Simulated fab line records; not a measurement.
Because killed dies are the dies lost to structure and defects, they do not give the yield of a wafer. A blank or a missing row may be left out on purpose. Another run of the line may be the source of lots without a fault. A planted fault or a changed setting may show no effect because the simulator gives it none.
Commonality check across tools    flow gf180mcu    12 lots, 36 wafers sampled

## THE REASON FOR OPENING IT
Of 12 lots, 3 have the reading MVSD_TW flagged at GF_MVSD_TW_MEAS_11. No-fault wafers: 1578, standard deviation 15.
Rule: a lot gets a flag if all its wafers with a number sit over 4 standard deviations from that mean, or if no wafer of it has a number. The other lots count as sound.

lot   measured     on             MVSD_TW, wafer by wafer  flag
L490  day 4 14:50  film metro-04  1589 1583 1586           
L491  day 4 18:53  film metro-03  1578 1581 1589           
L492  day 5 00:54  film metro-04  1568 1571 1564           
L493  day 5 04:17  film metro-03  1593 1584 1589           
L494  day 5 08:30  film metro-03  1588 1595 1590           
L495  day 5 19:11  film metro-04  1587 1571 1582           
L496  day 5 21:45  film metro-01  1550 1543 1550           
L497  day 6 04:29  film metro-03  1598 1588 1596           
L498  day 6 09:25  film metro-01  1554 1554 1561           
L503  day 7 16:26  film metro-04  1695 1697 1693           FLAGGED
L504  day 7 19:13  film metro-01  1664 1668 1664           FLAGGED
L505  day 8 00:58  film metro-04  1702 1693 1694           FLAGGED
The numbers of the flagged lots are 1686 on average: +108 against the usual, or +7 standard deviations.

## WHICH TOOL RAN EACH LOT
The record holds 2 process steps before the reading, out of a route of 602 steps. In each cell: the tool, then ch and the chambers that the sampled wafers went through, then the start.
lot   flag     GF_LVPWELL_STRIP_10                  GF_MVSD_IMPLANT_09
L490           plasma asher-01 ch 1, day 4 01:25    implanter-04 ch 0, day 4 14:35
L491           plasma asher-03 ch 0,1, day 4 05:20  implanter-04 ch 0, day 4 18:38
L492           plasma asher-01 ch 0,1, day 4 11:16  implanter-04 ch 0, day 5 00:41
L493           plasma asher-01 ch 0,1, day 4 14:22  implanter-04 ch 0, day 5 04:02
L494           plasma asher-03 ch 0,1, day 4 18:43  implanter-04 ch 0, day 5 08:16
L495           plasma asher-01 ch 0,1, day 5 03:46  implanter-04 ch 0, day 5 18:56
L496           plasma asher-03 ch 0,1, day 5 07:24  implanter-03 ch 0, day 5 21:32
L497           plasma asher-04 ch 0,1, day 5 13:23  implanter-04 ch 0, day 6 04:14
L498           plasma asher-04 ch 0,1, day 5 18:23  implanter-01 ch 0, day 6 09:10
L503  FLAGGED  plasma asher-03 ch 0,1, day 6 23:26  implanter-01 ch 0, day 7 16:12
L504  FLAGGED  plasma asher-01 ch 0,1, day 7 02:47  implanter-04 ch 0, day 7 18:59
L505  FLAGGED  plasma asher-04 ch 0,1, day 7 09:06  implanter-04 ch 0, day 8 00:45
These steps, and what they do:
- GF_LVPWELL_STRIP_10: strips in O2/N2.
- GF_MVSD_IMPLANT_09
- GF_MVSD_TW_MEAS_11

## FLAGGED OVER TOTAL, TOOL BY TOOL (the gauges that took the reading come last)
step                 tool             lots run  flagged  share of the flagged lots  sound lots run after its first flagged lot
GF_LVPWELL_STRIP_10  plasma asher-01  5         1        some                       0
GF_LVPWELL_STRIP_10  plasma asher-03  4         1        some                       0
GF_LVPWELL_STRIP_10  plasma asher-04  3         1        some                       0
GF_MVSD_IMPLANT_09   implanter-01     2         1        some                       0
GF_MVSD_IMPLANT_09   implanter-03     1         0        none                       -
GF_MVSD_IMPLANT_09   implanter-04     9         2        some                       0
GF_MVSD_TW_MEAS_11   film metro-01    3         1        some                       0
GF_MVSD_TW_MEAS_11   film metro-03    4         0        none                       -
GF_MVSD_TW_MEAS_11   film metro-04    5         2        some                       0

## WHAT THE TABLE ALLOWS
No row of the table ran every flagged lot.

## WHAT THE SIMULATOR HAD PUT IN
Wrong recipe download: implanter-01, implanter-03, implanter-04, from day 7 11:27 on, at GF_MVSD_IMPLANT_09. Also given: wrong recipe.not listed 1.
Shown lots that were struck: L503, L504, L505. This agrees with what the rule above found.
